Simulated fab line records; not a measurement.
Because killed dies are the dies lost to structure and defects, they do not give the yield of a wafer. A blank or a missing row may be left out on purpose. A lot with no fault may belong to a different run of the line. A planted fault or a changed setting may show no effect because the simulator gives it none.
Comparing a struck lot with a sound one    flow gf180mcu    14 out of 602 route steps
Sound: these wafers, L708.2, L708.3, L708.5. Wafers L707.2, L707.5, L707.6 were the ones struck. The cause is given at the end.
Per side, at each step with rows, come the tool, then ch with its chambers, and then its first start. Under that, the readings that differ: sound wafers    struck wafers    difference of the means    sigmas: that difference in standard deviations of wafers without a fault.
alike: readings whose means differ by less than 2 such deviations, and words and numbers that are the same on both sides. not compared: withheld readings, readings that some wafer has no value for, bounds like >300 that may hide the same value, and numbers for which the record gives no deviation and whose values overlap.
A row with sigmas, a row that says differs or no value, or rows on one side alone: a step with any of these is where the two part. Numbers that don't overlap but have no deviation are shown without sigmas and don't part them. A reading missing from all wafers of one side parts the sides only when that side holds two or more wafers.

first, 1 step without rows for these wafers: GF_DUAL_GATE_WET_ETCH_12 (etches SiO2 in dHF, target depth 13 nm, time 260 s).
GF_DUAL_GATE_STRIP_13: strips in O2/N2.
  sound on plasma asher-04 ch 0,1, day 13 05:14; struck on plasma asher-04 ch 0,1, day 13 01:50
  alike: drypump motor current A, heater power w, o2 flow sccm, oes product au, strip time to endpoint s
  not compared: rf hours counter h
then, 3 steps without rows for these wafers: GF_DUAL_GATE_CLEAN_14 (cleans in SC1/SC2, time 150 s); GF_DUAL_GATE_OXIDATION_15 (stabilise 600 s, purge 300 s, target thk 7.098 nm); GF_POLY_GATE_CVD_00 (deposits poly-Si, target thk 200 nm, time 1200 s).
GF_POLY_GATE_THK_MEAS_01:
  sound on film metro-03, day 13 08:32; struck on film metro-01, day 13 04:53
  alike: POLY_GATE_CVD_00_THK
then, 6 steps without rows for these wafers: GF_POLY_GATE_DEHYDRATE_02 (time 60 s); GF_POLY_GATE_HMDS_03 (prime time 60 s); GF_POLY_GATE_COAT_04; GF_POLY_GATE_COAT_05 (resist thk 700 nm); GF_POLY_GATE_SOFTBAKE_06 (time 60 s); GF_POLY_GATE_EXPOSE_07 (exposes mask Poly2, target cd 280 nm).
GF_POLY_GATE_PEB_08: peb time 90 s.
  struck on litho track-04, day 14 00:52; sound on litho track-04 ch 0, day 14 05:10
  no value came back on the struck wafers for chill plate temp C (C), exhaust pa (Pa), heater power total W (W), plate temp C (C); on the sound wafers chill plate temp C (C) reads 23.12 22.99 23.04
then, 1 step without rows for these wafers: GF_POLY_GATE_DEVELOP_09 (develop time 60 s).

WHERE THEY PART
GF_POLY_GATE_PEB_08 only, going by this record.

WHY: whatever the simulator had introduced
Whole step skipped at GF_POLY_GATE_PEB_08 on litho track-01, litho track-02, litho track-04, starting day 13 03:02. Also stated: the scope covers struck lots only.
